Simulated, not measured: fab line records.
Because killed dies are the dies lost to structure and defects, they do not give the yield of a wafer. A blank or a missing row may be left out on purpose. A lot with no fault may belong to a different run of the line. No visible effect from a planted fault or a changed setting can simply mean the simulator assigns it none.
Matching of chambers -- flow sky130 -- 4 sister chambers for SKY_VIA3_ETCH_15 on rie_diel-04
The step etches SiO2 in C4F8/O2/Ar, stops on TiN, target depth 507 nm, time 78 s. 24 wafers are shown with their chamber, then 12 later ones without.

WAFERS WITH THEIR CHAMBER
wafer,chamber,oes_product_au (a.u.)
L075.1,2,0.943
L075.2,1,0.944
L075.3,0,0.947
L075.4,3,0.943
L075.5,1,0.952
L075.6,2,0.939
L076.4,0,0.949
L076.5,3,0.941
L076.6,2,0.949
L078.3,3,0.942
L078.5,1,0.948
L078.6,2,0.947
L082.1,3,0.945
L082.3,0,0.941
L082.5,2,0.945
L085.2,3,0.952
L085.3,1,0.950
L085.5,3,0.953
L086.1,2,0.944
L086.3,3,0.943
L086.6,3,0.944
L088.2,3,0.944
L088.4,0,0.951
L088.6,1,0.947

SIGNATURES (means of the wafers above)
reading,chamber 0,chamber 1,chamber 2,chamber 3,scatter within a chamber
oes_product_au,0.94700,0.94820,0.94450,0.94522,0.00387
Rule: a wafer lies at a distance from a chamber equal to the root of the sum of squares, over the readings, of (its reading less the chamber's mean, divided by the reading's scatter). The wafer belongs to the nearest chamber; if the next one is less than 2 further off, it can't be placed. The scatter is the square root of a quotient: the sum, over the shown wafers, of each reading's squared deviation from its chamber's mean, divided by wafers minus chambers.

WAFERS MISSING THEIR CHAMBER
wafer,oes_product_au (a.u.)
L090.1,0.934
L090.3,0.944
L090.6,0.949
L091.1,0.941
L091.3,0.939
L091.4,0.946
L092.1,0.951
L092.2,0.944
L092.6,0.944
L097.2,0.949
L097.4,0.953
L097.6,0.945

WHICH CHAMBER EACH ONE RAN IN
wafer,from the rows above,in truth
L090.1,can't be placed: 2 or 3 or 0 or 1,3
L090.3,can't be placed: 2 or 3 or 0 or 1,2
L090.6,can't be placed: 1 or 0 or 3 or 2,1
L091.1,can't be placed: 2 or 3 or 0 or 1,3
L091.3,can't be placed: 2 or 3 or 0 or 1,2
L091.4,can't be placed: 3 or 0 or 2 or 1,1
L092.1,can't be placed: 1 or 0 or 3 or 2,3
L092.2,can't be placed: 2 or 3 or 0 or 1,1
L092.6,can't be placed: 2 or 3 or 0 or 1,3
L097.2,can't be placed: 1 or 0 or 3 or 2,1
L097.4,can't be placed: 1 or 0 or 3 or 2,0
L097.6,can't be placed: 3 or 2 or 0 or 1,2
Correctly placed: 0 of 12. Cannot be placed on the basis of these rows: 12; the candidates contain the true chamber in 12. Number placed wrongly: 0.
